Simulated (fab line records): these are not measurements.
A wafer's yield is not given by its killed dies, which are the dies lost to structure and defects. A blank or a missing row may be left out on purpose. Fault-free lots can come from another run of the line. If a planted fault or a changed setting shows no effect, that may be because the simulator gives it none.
One fault through the eyes of 2 desks | flow sky130 | each desk holds nothing but its own numbers, with what lay behind them at the end

THE TOOL OWNER'S DESK: implanter-04
SKY_NWELL_IMPLANT_12, tool's own readings: per-lot mean of the sampled wafers with a number, covering each lot this tool ran. The brackets show how far a lot's mean lies from the usual mean; more than 4 standard deviations puts the lot out of limits, marked OUT.
Columns: A = doseIonsCm2 at SKY_NWELL_IMPLANT_12, usual 1.3004e+12; B = faradayCurrentUA at SKY_NWELL_IMPLANT_12, usual 7.35
lot  | first seen here | A                    | B
L821 | day 5 20:05     | 1.2998e+12           | 7.43
L833 | day 8 12:10     | 1.1908e+12 (-78) OUT | 6.76
L834 | day 8 21:53     | 1.1906e+12 (-78) OUT | 6.75
This desk's finding: out of limits on L833, L834; first on L833, day 8 12:10 (doseIonsCm2 at SKY_NWELL_IMPLANT_12). In limits: L821.

FROM THE METROLOGY DESK
What the gauges read for every lot (on any tool): the sampled wafers with a number, averaged. The brackets show how far a lot's mean lies from the usual mean; more than 4 standard deviations puts the lot out of limits, marked OUT.
Columns: A = PWDE_TW at SKY_PWDE_TW_MEAS_10, usual 376.7; B = NWELL_00_OVL at SKY_NWELL_OVL_MEAS_10, usual -0.4 nm
lot  | first seen here | A     | B
L817 | day 4 04:04     | 373.9 | -2.0
L821 | day 5 02:24     | 374.6 | -1.0
L822 | day 5 14:42     | 373.6 | 1.3
L826 | day 6 06:34     | 375.7 | 1.4
L833 | day 7 15:38     | 376.2 | 0.1
L834 | day 8 00:19     | 376.3 | -1.6
This desk's finding: nothing out of limits on any of the 6 lots.

TAKEN TOGETHER
On L833, L834, at day 8 12:10, an alarm was possible from the tool owner's desk.
Nothing out of limits was seen by the metrology desk.
The metrology desk holds a record of L833, L834, inside its limits.
Of the lots named, all ran SKY_NWELL_IMPLANT_12 on implanter-04.

WHAT THE SIMULATOR HAD PUT IN
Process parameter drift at SKY_NWELL_IMPLANT_12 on implanter-04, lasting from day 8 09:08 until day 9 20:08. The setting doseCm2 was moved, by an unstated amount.
Struck lots among those shown: L833, L834.
Each desk's first reading out of limits, in hours after the fault started: the tool owner's desk, 3.
